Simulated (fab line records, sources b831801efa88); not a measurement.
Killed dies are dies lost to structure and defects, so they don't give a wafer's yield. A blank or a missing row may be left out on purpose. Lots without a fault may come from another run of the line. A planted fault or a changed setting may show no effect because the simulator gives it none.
fab line records | flow gf180mcu
record lots=12 wafers=36 last_day=35
route steps=602 shown M5@534 V5@562 TOP_METAL@573
lots that met no fault: from a run of the same line without faults
start_h: hours from the record's first day to the start of the lot's first wafer shown | wait_h: hours since the lot's step before | " the same as in the row above | L1.1+2: a row that stands for several wafers | - no value, or no start given | * or withheld: withheld | < > ~ a bound
route shown NAME@n: a module of which the file shows steps, and the number in the route of the first | usual: mean/standard deviation of fault-free wafers | same: alike in all rows | chamber/n: place in a boat | sites: the reading at each site | _std_site: their standard deviation | _edge_site: outer sites' mean less inner sites' | radius_mm: how far each site lies from the wafer's centre | mask NAME#n: copy n | behind: the tool/chamber that last shaped the wafer | hold: why the lot was held/for how many hours/how that ended | device: the transistor (n, p or np) that didn't switch | end of line: the same wafers' tests at the end of the route | a step without rows: its recipe alone | killed: dies lost to structure and defects at the first sort, not the wafer's yield | map: a wafer's dies, x killed, . not, _ none there
set.NAME: the setting as run; set.NAME@STEP: as run at that earlier step | model.NAME: the simulator's own value behind a step, which no gauge read
steps of the route over a sample of lots; a table a step, a row a wafer
services: from which hour (start_h, from the record's first day; less than 0 if before it) a tool's chamber was out of use, for how many hours, and why
## steps
# step GF_M5_OVL_MEAS_08
# usual M5_OVL=-2/4.5
# columns lot.wafer tool chamber start_h wait_h M5_OVL[nm]
L144.2 overlay-01 - 635.44 0.1 -3
L144.3 " - " " -3
L144.5 " - " " -8
L146.2 overlay-02 - 647.07 0.1 -3
L146.4 " - " " 1
L146.5 " - " " -10
L147.1 overlay-01 - 660.98 0.1 -7
L147.5 " - " " -3
L147.6 " - " " -13
L148.2 overlay-02 - 670.24 0.1 5
L148.3 " - " " -7
L148.5 " - " " -2
L150.1 overlay-01 - 684.61 0.1 -5
L150.2 " - " " -3
L150.6 " - " " -8
L153.1 overlay-02 - 696.06 0.1 -4
L153.3 " - " " -6
L153.6 " - " " -6
L154.1 overlay-01 - 702.81 0.1 -3
L154.2 " - " " 7
L154.4 " - " " -1
L156.2 overlay-01 - 715.62 0.1 -11
L156.3 " - " " 2
L156.4 " - " " -7
L159.1 overlay-02 - 738.82 0.1 5
L159.4 " - " " -9
L159.6 " - " " -7
L160.1 overlay-01 - 746.52 0.1 -3
L160.4 " - " " 4
L160.5 " - " " 4
L165.1 overlay-01 - 774.96 0.1 2
L165.4 " - " " -3
L165.6 " - " " -2
L166.4 overlay-02 - 779.68 0.1 7
L166.5 " - " " 2
L166.6 " - " " 3
# step GF_V5_SPUTTER_22
# recipe material=TiN target_thk_nm=10 chamber_pressure_pa=5 power_w=4000 time_s=40
# usual throttle_valve_pct=30.4/0.89
# columns lot.wafer tool chamber start_h wait_h throttle_valve_pct
L144.2 pvd_sputter-04 - 658.74 0.0 29.5
L144.3 " - " " 30.6
L144.5 " - " " 29.8
L146.2 pvd_sputter-02 - 669.11 0.0 31.0
L146.4 " - " " 30.0
L146.5 " - " " 31.4
L147.1 pvd_sputter-04 - 682.84 0.0 28.5
L147.5 " - " " 29.4
L147.6 " - " " 30.9
L148.2 pvd_sputter-02 - 691.82 0.0 31.0
L148.3 " - " " 29.7
L148.5 " - " " 30.1
L150.1 pvd_sputter-01 - 706.34 0.0 31.6
L150.2 " - " " 31.6
L150.6 " - " " 30.6
L153.1 pvd_sputter-01 - 716.96 0.0 30.6
L153.3 " - " " 30.3
L153.6 " - " " 30.5
L154.1 pvd_sputter-01 - 723.95 0.0 31.5
L154.2 " - " " 30.9
L154.4 " - " " 31.5
L156.2 pvd_sputter-04 - 735.94 0.0 28.0
L156.3 " - " " 29.4
L156.4 " - " " 30.5
L159.1 pvd_sputter-04 - 758.27 0.0 30.2
L159.4 " - " " 28.3
L159.6 " - " " 30.3
L160.1 pvd_sputter-01 - 765.73 0.0 31.3
L160.4 " - " " 30.6
L160.5 " - " " 31.4
L165.1 pvd_sputter-01 - 793.33 0.0 30.7
L165.4 " - " " 31.4
L165.6 " - " " 30.6
L166.4 pvd_sputter-01 - 797.68 0.0 30.4
L166.5 " - " " 30.6
L166.6 " - " " 31.5
# step GF_TOP_METAL_THK_MEAS_06
# recipe thk_meas_gauge=xrf reads=AlCu_of_TOP_METAL_SPUTTER_02
# usual TOP_METAL_ALCU_THK=916/16
# columns lot.wafer tool chamber start_h wait_h TOP_METAL_ALCU_THK[nm]
L144.2 film_metro-03 - 659.87 0.1 902
L144.3 " - " " 891
L144.5 " - " " 913
L146.2 film_metro-03 - 670.13 0.1 921
L146.4 " - " " 928
L146.5 " - " " 933
L147.1 film_metro-03 - 683.82 0.1 907
L147.5 " - " " 909
L147.6 " - " " 901
L148.2 film_metro-02 - 692.81 0.1 967
L148.3 " - " " 941
L148.5 " - " " 943
L150.1 film_metro-04 - 707.31 0.1 918
L150.2 " - " " 911
L150.6 " - " " 911
L153.1 film_metro-03 - 718.01 0.1 909
L153.3 " - " " 911
L153.6 " - " " 910
L154.1 film_metro-04 - 724.92 0.1 911
L154.2 " - " " 915
L154.4 " - " " 925
L156.2 film_metro-02 - 736.92 0.1 914
L156.3 " - " " 920
L156.4 " - " " 908
L159.1 film_metro-03 - 759.45 0.1 911
L159.4 " - " " 899
L159.6 " - " " 923
L160.1 film_metro-03 - 766.70 0.1 943
L160.4 " - " " 933
L160.5 " - " " 941
L165.1 film_metro-02 - 794.30 0.1 917
L165.4 " - " " 899
L165.6 " - " " 893
L166.4 film_metro-02 - 798.68 0.1 901
L166.5 " - " " 913
L166.6 " - " " 898
# step GF_TOP_METAL_EXPOSE_11
# recipe mask_id=MetalTop target_cd_nm=440 na=0.6 source_shape=conventional sigma_outer=0.6 dose_mj=170
# usual exposure_dose_mJ_cm2=168.13/0.17
# columns lot.wafer tool chamber start_h wait_h mask exposure_dose_mJ_cm2
L144.2 iline_stepper-01 0 669.90 - MetalTop#0 167.99
L144.3 " 0 " " MetalTop#0 167.91
L144.5 " 0 " " MetalTop#0 168.04
L146.2 iline_stepper-02 0 680.24 - MetalTop#0 168.30
L146.4 " 0 " " MetalTop#0 167.81
L146.5 " 0 " " MetalTop#0 168.23
L147.1 iline_stepper-02 0 693.58 - MetalTop#0 168.05
L147.5 " 0 " " MetalTop#0 168.30
L147.6 " 0 " " MetalTop#0 168.10
L148.2 iline_stepper-01 0 702.65 - MetalTop#0 167.93
L148.3 " 0 " " MetalTop#0 167.87
L148.5 " 0 " " MetalTop#0 168.10
L150.1 iline_stepper-02 0 716.78 - MetalTop#0 167.89
L150.2 " 0 " " MetalTop#0 167.76
L150.6 " 0 " " MetalTop#0 168.14
L153.1 iline_stepper-02 0 727.00 - MetalTop#0 168.02
L153.3 " 0 " " MetalTop#0 168.15
L153.6 " 0 " " MetalTop#0 167.89
L154.1 iline_stepper-02 0 733.86 - MetalTop#0 168.03
L154.2 " 0 " " MetalTop#0 167.97
L154.4 " 0 " " MetalTop#0 168.04
L156.2 iline_stepper-01 0 745.62 - MetalTop#0 168.28
L156.3 " 0 " " MetalTop#0 168.39
L156.4 " 0 " " MetalTop#0 168.48
L159.1 iline_stepper-02 0 767.83 - MetalTop#0 156.96
L159.4 " 0 " " MetalTop#0 156.77
L159.6 " 0 " " MetalTop#0 156.82
L160.1 iline_stepper-01 0 775.03 - MetalTop#0 168.21
L160.4 " 0 " " MetalTop#0 168.10
L160.5 " 0 " " MetalTop#0 168.28
L165.1 iline_stepper-02 0 802.27 - MetalTop#0 159.15
L165.4 " 0 " " MetalTop#0 159.13
L165.6 " 0 " " MetalTop#0 159.16
L166.4 iline_stepper-01 0 806.38 - MetalTop#0 167.72
L166.5 " 0 " " MetalTop#0 168.15
L166.6 " 0 " " MetalTop#0 168.27
# step GF_TOP_METAL_CD_MEAS_14
# recipe target_cd_nm=440
# usual cd_nm=440.4/2.6
# columns lot.wafer tool chamber start_h wait_h cd_nm
L144.2 cd_sem-02 - 679.52 0.1 437.8
L144.3 " - " " 437.8
L144.5 " - " " 437.6
L146.2 cd_sem-01 - 690.12 0.1 440.6
L146.4 " - " " 441.0
L146.5 " - " " 441.6
L147.1 cd_sem-02 - 702.23 0.1 441.5
L147.5 " - " " 438.3
L147.6 " - " " 438.3
L148.2 cd_sem-01 - 711.97 0.1 437.7
L148.3 " - " " 435.9
L148.5 " - " " 438.4
L150.1 cd_sem-01 - 725.00 0.1 441.8
L150.2 " - " " 442.9
L150.6 " - " " 442.3
L153.1 cd_sem-02 - 736.30 0.1 439.6
L153.3 " - " " 436.6
L153.6 " - " " 437.1
L154.1 cd_sem-01 - 742.46 0.1 441.7
L154.2 " - " " 444.0
L154.4 " - " " 440.9
L156.2 cd_sem-01 - 754.32 0.1 442.4
L156.3 " - " " 442.0
L156.4 " - " " 441.4
L159.1 cd_sem-02 - 775.80 0.1 459.9
L159.4 " - " " 458.9
L159.6 " - " " 460.2
L160.1 cd_sem-01 - 782.85 0.1 438.5
L160.4 " - " " 436.8
L160.5 " - " " 439.0
L165.1 cd_sem-01 - 809.56 0.1 454.7
L165.4 " - " " 457.4
L165.6 " - " " 458.2
L166.4 cd_sem-02 - 813.71 0.1 444.9
L166.5 " - " " 442.8
L166.6 " - " " 442.4
## services
# columns tool chamber start_h hours kind
pvd_sputter-02 3 645.02 - consumable_replace:kit
pvd_sputter-02 3 645.02 18.0 scheduled_down
pvd_sputter-02 3 645.02 18.0 vent_cycle
iline_stepper-01 - 674.96 1.7 pm
pvd_sputter-01 - 676.21 3.9 repair
pvd_sputter-01 - 677.27 1.2 repair
iline_stepper-01 - 710.43 3.2 repair
pvd_sputter-04 1 716.87 - consumable_replace:kit
pvd_sputter-04 1 716.87 18.0 scheduled_down
pvd_sputter-04 1 716.87 18.0 vent_cycle
pvd_sputter-04 - 749.27 1.8 repair
pvd_sputter-01 1 752.45 - consumable_replace:kit
pvd_sputter-01 1 752.45 18.0 scheduled_down
pvd_sputter-01 1 752.45 18.0 vent_cycle
iline_stepper-01 0 790.20 - calibration
pvd_sputter-02 2 791.88 - consumable_replace:kit
pvd_sputter-02 2 791.88 18.0 scheduled_down
pvd_sputter-02 2 791.88 18.0 vent_cycle
iline_stepper-02 - 793.40 1.7 pm
pvd_sputter-04 0 798.02 - consumable_replace:kit
pvd_sputter-04 0 798.02 18.0 scheduled_down
pvd_sputter-04 0 798.02 18.0 vent_cycle
iline_stepper-02 0 802.40 - calibration
## key
first_sign step=GF_TOP_METAL_EXPOSE_11 reading=exposure_dose_mJ_cm2 direction=down sigmas=60 usual=168.13 struck=158.00
effect step=GF_TOP_METAL_CD_MEAS_14 reading=cd_nm direction=up sigmas=7 usual=440.4 struck=458.2 through=control_loop
met_at GF_TOP_METAL_EXPOSE_11
struck_lots L159,L165
loop_trim step=GF_TOP_METAL_EXPOSE_11 setting=dose lots=L165
not_acting_at GF_M5_OVL_MEAS_08,GF_V5_SPUTTER_22,GF_TOP_METAL_THK_MEAS_06
onset_between 733.86 767.83
fault kind=process_parameter_drift tool=iline_stepper-02 chamber=- onset_h=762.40 steps=GF_TOP_METAL_EXPOSE_11 channel=dose_mj offset=-11.421 shape=step acts_in=these_recipes_only stated=170
# loop_trim: a control loop set the setting to another value than it would have without faults
